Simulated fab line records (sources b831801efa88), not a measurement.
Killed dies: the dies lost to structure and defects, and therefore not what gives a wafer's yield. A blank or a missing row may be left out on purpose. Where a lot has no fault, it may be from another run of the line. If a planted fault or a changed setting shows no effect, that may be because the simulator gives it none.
What tool caused it? / flow sky130 / 6 lots, 18 wafers sampled, at 2 steps of a route of 708

WHAT EACH GAUGE READ, for each wafer
SKY_LDD_HVN_OVL_MEAS_07.
lot=L190; measured=day 20 16:59; on=overlay-01; LDD_HVN_OVL (nm)=-1.9 -0.7 -2.3
lot=L192; measured=day 21 14:49; on=overlay-01; LDD_HVN_OVL (nm)=0.8 0.6 0.4
lot=L193; measured=day 22 16:52; on=overlay-02; LDD_HVN_OVL (nm)=-0.4 2.0 1.8
lot=L201; measured=day 25 05:19; on=overlay-01; LDD_HVN_OVL (nm)=157.5 154.8 156.0
lot=L203; measured=day 25 23:46; on=overlay-02; LDD_HVN_OVL (nm)=155.4 154.9 156.7
lot=L209; measured=day 27 13:49; on=overlay-02; LDD_HVN_OVL (nm)=-1.6 0.7 -0.3

EACH LOT AND THE TOOL THAT RAN IT (in order: tool; ch and the chambers of the sampled wafers; start)
lot=L190; SKY_LDD_HVN_EXPOSE_04=iline stepper-01 ch 0, day 20 02:00
lot=L192; SKY_LDD_HVN_EXPOSE_04=iline stepper-02 ch 0, day 21 00:09
lot=L193; SKY_LDD_HVN_EXPOSE_04=iline stepper-01 ch 0, day 22 03:05
lot=L201; SKY_LDD_HVN_EXPOSE_04=iline stepper-02 ch 0, day 24 14:55
lot=L203; SKY_LDD_HVN_EXPOSE_04=iline stepper-02 ch 0, day 25 08:53
lot=L209; SKY_LDD_HVN_EXPOSE_04=iline stepper-01 ch 0, day 26 23:02
- SKY_LDD_HVN_EXPOSE_04: exposes mask HVNTM, target cd 700 nm.

THE ANSWER, worked out from the rows above alone
Rule: the lots themselves supply what counts as usual. Put in order of their means at a reading, lots are off if they are a third of the lots or fewer, leave a main group of 4 or more, and stand apart from it by a gap of 3 or more times the standard deviation of the main group's means; of several such gaps the widest counts. The tables above print the reading to a certain number of digits; a main group whose means all agree to those digits is not used. A lot without any number at a reading at which 4 lots or more have one is off too. All remaining lots with rows at the step are treated as sound.
Off: at SKY_LDD_HVN_OVL_MEAS_07 (LDD_HVN_OVL), L201, L203. The main group has a mean of -0.1 nm with a standard deviation of 1.1.
A tool fits if, at a process step before that reading, it ran every lot that is off, and no sound lot after the first of them. Gauges at SKY_LDD_HVN_OVL_MEAS_07: tried the same way as those tools. One fits: iline stepper-02 at SKY_LDD_HVN_EXPOSE_04. A fault onset in the window from L192 (day 21 00:09, its last sound lot) to L201 (day 24 14:55, its first lot off) fits.

WHAT THE SIMULATOR PUT IN
Scanner matching overlay: iline stepper-02, from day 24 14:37 on, at SKY_LDD_HVN_EXPOSE_04. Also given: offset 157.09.
Struck lots among those shown: L201, L203. The rule above found the same.
